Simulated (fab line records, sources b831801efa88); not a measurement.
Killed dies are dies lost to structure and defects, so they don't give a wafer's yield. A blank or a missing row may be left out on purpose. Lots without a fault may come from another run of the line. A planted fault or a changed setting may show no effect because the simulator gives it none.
Which tool did it? | flow gf180mcu | 14 lots, 42 wafers sampled, at 5 steps of a route of 602

WHAT THE GAUGES READ, wafer by wafer
GF_MVSD_OVL_MEAS_07. Usual: MVSD_OVL -0.9 nm, standard deviation 1.5.
lot  | measured    | on         | MVSD_OVL (nm)  | flag
L766 | day 4 15:20 | overlay-01 | 0.5 -1.8 -0.6  |
L770 | day 5 15:41 | overlay-02 | -1.0 -2.6 -2.2 |
L771 | day 5 18:51 | overlay-01 | -0.6 -0.9 -1.3 |
L772 | day 5 21:41 | overlay-01 | 0.1 2.0 1.4    |
L773 | day 6 11:12 | overlay-01 | -0.1 -1.5 1.2  |
L774 | day 6 11:50 | overlay-02 | -1.5 0.2 -1.6  |
L775 | day 6 18:11 | overlay-02 | -1.4 -3.1 -2.1 |
L777 | day 7 08:47 | overlay-02 | -3.3 -1.3 -1.4 |
L778 | day 7 18:36 | overlay-02 | -3.0 -3.9 -2.0 |
L779 | day 8 05:14 | overlay-01 | -0.1 1.1 1.3   |
L781 | day 8 11:38 | overlay-01 | 0.3 -0.7 0.9   |
L786 | day 9 14:20 | overlay-02 | -0.8 -1.2 -1.1 |
L787 | day 9 16:20 | overlay-01 | -1.6 0.4 -0.1  |
L788 | day 9 23:56 | overlay-02 | -2.1 -2.2 -1.0 |

GF_VT_IMPLANT_OVL_MEAS_07. Usual: VT_IMPLANT_OVL -0.9 nm, standard deviation 1.4.
lot  | measured     | on         | VT_IMPLANT_OVL (nm) | flag
L766 | day 5 19:34  | overlay-02 | -0.5 -0.4 0.7       |
L770 | day 6 21:04  | overlay-02 | -1.8 -1.8 -2.4      |
L771 | day 7 01:00  | overlay-02 | -1.6 -4.2 -2.9      |
L772 | day 7 03:58  | overlay-01 | -2.2 -3.2 -3.1      |
L773 | day 7 18:08  | overlay-01 | 0.2 0.2 0.3         |
L774 | day 7 18:53  | overlay-01 | 0.1 -1.5 -3.4       |
L775 | day 8 01:19  | overlay-01 | -2.8 -1.4 -0.6      |
L777 | day 8 16:44  | overlay-01 | 2.4 -0.2 -0.8       |
L778 | day 9 03:44  | overlay-02 | -2.3 -2.3 -0.8      |
L779 | day 9 15:11  | overlay-01 | 1.0 0.4 -1.2        |
L781 | day 9 22:08  | overlay-01 | -1.0 -2.6 1.3       |
L786 | day 11 02:46 | overlay-01 | 1.0 -0.2 -0.9       |
L787 | day 11 04:04 | overlay-02 | -0.5 -0.1 0.8       |
L788 | day 11 13:29 | overlay-01 | -1.4 0.8 0.6        |

GF_VT_IMPLANT_TW_MEAS_10. Usual: VT_IMPLANT_TW 574, standard deviation 6.4.
lot  | measured     | on            | VT_IMPLANT_TW | flag
L766 | day 5 19:51  | film_metro-01 | 583 581 580   |
L770 | day 6 21:21  | film_metro-01 | 584 589 586   |
L771 | day 7 01:17  | film_metro-01 | 580 582 583   |
L772 | day 7 04:16  | film_metro-01 | 583 581 581   |
L773 | day 7 18:25  | film_metro-04 | 570 572 573   |
L774 | day 7 19:10  | film_metro-03 | 569 568 571   |
L775 | day 8 01:36  | film_metro-03 | 573 573 570   |
L777 | day 8 17:01  | film_metro-04 | 569 571 569   |
L778 | day 9 04:01  | film_metro-04 | 571 573 570   |
L779 | day 9 15:28  | film_metro-03 | 567 565 564   |
L781 | day 9 22:26  | film_metro-04 | 574 568 572   |
L786 | day 11 03:03 | film_metro-04 | 571 570 566   |
L787 | day 11 04:21 | film_metro-04 | 572 572 571   |
L788 | day 11 13:46 | film_metro-04 | 569 571 570   |

GF_VT_IMPLANT_TW_MEAS_43. Usual: VT_IMPLANT_4_TW 693, standard deviation 5.5.
lot  | measured     | on            | VT_IMPLANT_4_TW | flag
L766 | day 7 17:13  | film_metro-01 | 703 704 702     |
L770 | day 8 22:01  | film_metro-04 | 689 682 687     |
L771 | day 9 02:23  | film_metro-04 | 685 687 691     |
L772 | day 9 04:53  | film_metro-01 | 705 703 701     |
L773 | day 9 20:40  | film_metro-04 | 691 690 696     |
L774 | day 9 21:28  | film_metro-04 | 690 691 693     |
L775 | day 10 04:49 | film_metro-03 | 694 691 692     |
L777 | day 10 21:52 | film_metro-04 | 618 617 619     | OFF
L778 | day 11 09:29 | film_metro-01 | 695 696 698     |
L779 | day 11 22:19 | film_metro-04 | 688 690 689     |
L781 | day 12 05:58 | film_metro-03 | 623 621 619     | OFF
L786 | day 13 13:16 | film_metro-04 | 687 687 684     |
L787 | day 13 15:46 | film_metro-01 | 703 695 697     |
L788 | day 14 00:31 | film_metro-04 | 690 688 689     |

WHICH TOOL RAN EACH LOT (tool, then ch and the chambers of the sampled wafers, then the start)
lot  | GF_VT_IMPLANT_IMPLANT_41
L766 | implanter-04 ch 0, day 7 16:58
L770 | implanter-01 ch 0, day 8 21:46
L771 | implanter-02 ch 0, day 9 02:10
L772 | implanter-02 ch 0, day 9 04:39
L773 | implanter-01 ch 0, day 9 20:27
L774 | implanter-01 ch 0, day 9 21:13
L775 | implanter-01 ch 0, day 10 04:34
L777 | implanter-01 ch 0, day 10 21:37
L778 | implanter-04 ch 0, day 11 09:16
L779 | implanter-04 ch 0, day 11 22:04
L781 | implanter-01 ch 0, day 12 05:44
L786 | implanter-04 ch 0, day 13 13:01
L787 | implanter-04 ch 0, day 13 15:31
L788 | implanter-02 ch 0, day 14 00:16
- GF_VT_IMPLANT_IMPLANT_41

WHAT THE TOOLS THEMSELVES READ (means of the sampled wafers that have a number; where no wafer has one, the mark that the record gives instead)
GF_VT_IMPLANT_IMPLANT_41. Usual: end_station_pressure_torr 5.01e-06 Torr, standard deviation 2.7e-07; tilt_deg 6.994 degrees, standard deviation 0.021.
lot  | tool         | end_station_pressure_torr (Torr) | tilt_deg (degrees) | flag
L766 | implanter-04 | 4.82e-06                         | 7.005              |
L770 | implanter-01 | 5.06e-06                         | 7.008              |
L771 | implanter-02 | 5.15e-06                         | 6.996              |
L772 | implanter-02 | 4.93e-06                         | 6.976              |
L773 | implanter-01 | 4.72e-06                         | 7.008              |
L774 | implanter-01 | 4.91e-06                         | 7.019              |
L775 | implanter-01 | 5.28e-06                         | 7.003              |
L777 | implanter-01 | 5.17e-06                         | 0.004              | OFF
L778 | implanter-04 | 4.88e-06                         | 6.996              |
L779 | implanter-04 | 4.69e-06                         | 6.985              |
L781 | implanter-01 | 4.95e-06                         | -0.005             | OFF
L786 | implanter-04 | 4.78e-06                         | 6.994              |
L787 | implanter-04 | 5.15e-06                         | 6.990              |
L788 | implanter-02 | 5.04e-06                         | 6.991              |

THE ANSWER, worked out from the rows above alone
Rule: a lot is off if the mean of its wafers that have a number lies more than 3 standard deviations from the usual mean. A lot without any number at a reading at which 4 lots or more have one is off too. The other lots that the step has rows for count as sound. The gauges are gone through in route order, then the tools' own readings, and for those a lot's mean is taken as printed above. The first step at which some lot is off is used, and at that step the reading that is off furthest; a lot without a number counts as furthest.
Off: L777, L781, at GF_VT_IMPLANT_TW_MEAS_43 (VT_IMPLANT_4_TW).
A tool fits if, at a process step before that reading, it ran every lot that is off, and no sound lot after the first of them. The gauges at GF_VT_IMPLANT_TW_MEAS_43 aren't tried: what is off there is off at GF_VT_IMPLANT_IMPLANT_41 too, on other tools, and a gauge's error can't cause that. One fits: implanter-01 at GF_VT_IMPLANT_IMPLANT_41. Its last sound lot is L775 (day 10 04:34), its first lot that is off L777 (day 10 21:37): a fault that began between those two fits.
The tool's own readings at GF_VT_IMPLANT_IMPLANT_41 bear it out: on the lots that are off they differ by more than 5 times the standard deviation of the sound lots' means. tilt_deg reads -0.001 degrees there against 6.998 degrees on the sound lots.

WHAT THE SIMULATOR HAD PUT IN
Process parameter drift: implanter-01, from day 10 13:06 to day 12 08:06, at GF_VT_IMPLANT_IMPLANT_41. Setting tilt_deg, moved by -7, from 7. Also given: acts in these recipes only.
Lots struck among those shown: L777, L781. The rule above found the same.
